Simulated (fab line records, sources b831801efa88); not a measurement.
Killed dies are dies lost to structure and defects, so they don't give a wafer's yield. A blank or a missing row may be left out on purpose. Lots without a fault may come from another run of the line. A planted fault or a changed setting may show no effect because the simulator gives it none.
A struck lot beside a sound one | flow sfq_line | 15 steps out of a route of 325
Sound: wafers L762.2, L762.4, L762.5. Struck: wafer L758.6. (L758.2 of the same lot was not struck and is left out.) The cause comes at the end.
At each step with rows: each side's tool, then ch and its chambers, then its first start. Under that, the readings that differ: sound wafers | struck wafers | difference of the means | sigmas: that difference in standard deviations of wafers without a fault.
alike: readings whose means differ by less than 2 such deviations, and words and numbers that are the same on both sides. not compared: withheld readings, readings that some wafer has no value for, bounds like >300 that may hide the same value, and numbers for which the record gives no deviation and whose values overlap.
The two part at a step that has a row with sigmas, a row that says differs or no value, or rows on one side only. Numbers that don't overlap but have no deviation are shown without sigmas and don't part them. A reading that every wafer of one side lacks parts them only if that side has two wafers or more.

SFQ_TRILAYER_JJ_CE_BARC_OPEN_RIE_150: chemistry O2, target BARC, target depth 240 nm, time 80 s.
  sound on rie_metal-03 ch 0,1, day 60 03:22; struck on rie_metal-02 ch 1, day 59 00:59
  alike: drypump_motor_current_A, oes_product_au, rf_fwd_power_W
  not compared: rf_hours_counter_h
SFQ_TRILAYER_JJ_CE_ETCH_RIE_118: chemistry SF6, target Nb, stops on Al2O3, time 97.7 s, target depth 170 nm.
  sound on rie_metal-03 ch 0,1, day 60 03:27; struck on rie_metal-02 ch 1, day 59 01:11
  alike: drypump_motor_current_A, oes_product_au, rf_fwd_power_W
  not compared: rf_hours_counter_h
then, 1 step without rows for these wafers: SFQ_TRILAYER_JJ_ANODIZE_ANODIZE_119.
SFQ_TRILAYER_JJ_CE_STRIP_STRIP_120: strips in O2.
  sound on rie_metal-03 ch 0, day 60 04:04; struck on rie_metal-02 ch 1, day 59 02:03
  reading               | sound             | struck | difference | sigmas
  oes_product_au (a.u.) | 1.000 1.011 1.004 | 0.985  | -0.020     | -3
  alike: drypump_motor_current_A
  not compared: rf_hours_counter_h
then, 7 steps without rows for these wafers: SFQ_TRILAYER_JJ_CE_STRIP_SOLV_CLEAN_121 (cleans in NMP, time 600 s); SFQ_TRILAYER_M5_LITHO_COAT_128 (resist thk 62 nm); SFQ_TRILAYER_M5_LITHO_COAT_123 (resist thk 600 nm); SFQ_TRILAYER_M5_LITHO_SOFTBAKE_127; SFQ_TRILAYER_M5_LITHO_EXPOSE_124 (exposes mask M5, target cd 700 nm); SFQ_TRILAYER_M5_LITHO_PEB_126 (peb time 60 s); SFQ_TRILAYER_M5_LITHO_DEVELOP_125 (time 60 s).
-- the record jumps here: 5 days lie between the struck wafers' starts before and after --
SFQ_M5_OVL_MEAS_932:
  sound on overlay-01, day 64 19:06; struck on overlay-02, day 63 20:11
  alike: M5_OVL
SFQ_TRILAYER_M5_BARC_OPEN_METAL_ETCH_161: etches BARC in O2, target depth 125 nm, time 41.7 s.
  sound on rie_metal-02 ch 0, day 64 19:09; struck on rie_metal-01 ch 1, day 63 20:13
  reading                                             | sound             | struck | difference | sigmas
  drypump_motor_current_A (A)                         | 6.6 6.6 6.6       | 5.6    | -1.0       | -2
  oes_product_au (a.u.)                               | 0.691 0.687 0.684 | 0.613  | -0.074     | -15
  rf_fwd_power_W (W)                                  | 590.2 591.9 592.3 | 598.6  | +7.1       | +3
  run_length_s (s)                                    | 70.7 70.7 70.6    | 81.8   | +11.1      | +19
  model.KrF_of_TRILAYER_M5_LITHO_COAT_123.thk_nm (nm) | 523.6 524.3 524   | 507.8  | -16.2      |
  not compared: rf_hours_counter_h
SFQ_TRILAYER_M5_ETCH_METAL_ETCH_126: etches Nb in Cl2/BCl3, stops on SiO2, time 203.2 s, target depth 265 nm.
  sound on rie_metal-02 ch 0, day 64 19:19; struck on rie_metal-01 ch 1, day 63 20:16
  reading                                             | sound             | struck | difference | sigmas
  drypump_motor_current_A (A)                         | 6.6 6.6 6.6       | 5.6    | -1.0       | -2
  run_length_s (s)                                    | 232.6 232.3 232.6 | 230.9  | -1.6       | -3
  model.KrF_of_TRILAYER_M5_LITHO_COAT_123.thk_nm (nm) | 373.9 373.8 372.7 | 357.6  | -15.9      |
  alike: oes_product_au, rf_fwd_power_W
  not compared: rf_hours_counter_h
SFQ_TRILAYER_M5_STRIP_STRIP_127: strips in O2.
  sound on rie_metal-02 ch 0, day 64 19:50; struck on rie_metal-01 ch 1, day 63 20:28
  alike: drypump_motor_current_A, oes_product_au
  not compared: rf_hours_counter_h

WHERE THEY PART
First at SFQ_TRILAYER_JJ_CE_STRIP_STRIP_120; last, within this record, at SFQ_TRILAYER_M5_ETCH_METAL_ETCH_126. Later steps at which nothing parts them and some readings are alike: SFQ_TRILAYER_M5_STRIP_STRIP_127.

WHY: what the simulator had put in
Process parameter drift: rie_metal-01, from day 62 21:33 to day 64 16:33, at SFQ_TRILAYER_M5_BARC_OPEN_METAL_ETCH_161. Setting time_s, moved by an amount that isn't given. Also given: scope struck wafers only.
